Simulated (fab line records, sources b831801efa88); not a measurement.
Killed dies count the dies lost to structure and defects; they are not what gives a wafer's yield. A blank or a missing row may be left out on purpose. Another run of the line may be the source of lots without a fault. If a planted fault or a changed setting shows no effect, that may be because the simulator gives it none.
2 desks, one fault	flow sky130	each desk has only its own numbers; what lay behind them comes last

== FOR THE TOOL OWNER'S DESK: implanter-01 ==
For each lot that ran on this tool, the mean over its sampled wafers that have a number, from the tool's own readings at SKY_VT_ADJUST_LVTN_IMPLANT_08. If a lot's mean is further than 4 standard deviations from the usual mean, the lot is out of limits and carries the mark OUT (the distance appears in the brackets).
Columns: A = doseIonsCm2 at SKY_VT_ADJUST_LVTN_IMPLANT_08, usual 1.57e+12; B = endStationPressureTorr at SKY_VT_ADJUST_LVTN_IMPLANT_08, usual 4.99e-06 Torr; C = faradayCurrentUA at SKY_VT_ADJUST_LVTN_IMPLANT_08, usual 8.84
lot	first seen here	A	B	C
L327	day 7 05:33	1.57e+12	4.76e-06	8.76
L330	day 8 01:28	1.57e+12	4.85e-06	8.89
L332	day 8 11:49	1.57e+12	5.03e-06	8.76
L338	day 10 01:28	1.83e+12 (+99 or more) OUT	4.86e-06	10.22 (+8.1) OUT
L339	day 10 11:03	1.84e+12 (+99 or more) OUT	5.05e-06	10.45 (+9.5) OUT
This desk's finding: out of limits on L338, L339; first on L338, day 10 01:28 (doseIonsCm2 at SKY_VT_ADJUST_LVTN_IMPLANT_08). In limits: L327, L330, L332.

== METROLOGY DESK ==
Lot by lot, what the gauges showed, no matter which tool ran the lot: averages of those sampled wafers that carry a number. If a lot's mean is further than 4 standard deviations from the usual mean, the lot is out of limits and carries the mark OUT (the distance appears in the brackets).
Columns: A = VT_ADJUST_LVTN_TW at SKY_VT_ADJUST_LVTN_TW_MEAS_10, usual 243.4; B = VIA1_W_THK at SKY_VIA1_THK_MEAS_23, usual 267 nm
lot	first seen here	A	B
L326	day 7 03:58	245.5	266
L327	day 7 05:47	243.5	268
L328	day 7 09:56	243.0	268
L330	day 8 01:41	246.4	269
L332	day 8 12:04	245.5	268
L338	day 10 01:41	254.6 (+4.2) OUT	266
L339	day 10 11:17	256.5 (+4.8) OUT	270
L340	day 10 16:23	243.6	271
L343	day 11 11:44	244.7	266
L346	day 12 13:32	239.7	271
L347	day 12 16:19	242.1	265
L349	day 14 06:32	244.2	262
This desk reports L338, L339 out of limits; the earliest was L338 at day 10 01:41 (VT_ADJUST_LVTN_TW at SKY_VT_ADJUST_LVTN_TW_MEAS_10). In limits: L326, L327, L328, L330, L332, L340, L343, L346, L347, L349.

== BROUGHT TOGETHER ==
At day 10 01:28, on L338, L339, the tool owner's desk was in a position to raise an alarm.
At day 10 01:41 the metrology desk could have sounded an alarm, on L338, L339.
Of the lots named, all ran SKY_VT_ADJUST_LVTN_IMPLANT_08 on implanter-01.

== WHAT THE SIMULATOR PUT IN ==
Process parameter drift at SKY_VT_ADJUST_LVTN_IMPLANT_08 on implanter-01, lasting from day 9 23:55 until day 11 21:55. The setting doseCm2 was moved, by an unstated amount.
Struck lots among those shown: L338, L339.
Hours from the fault's start to each desk's first reading out of limits: the tool owner's desk, 2; the metrology desk, 2.
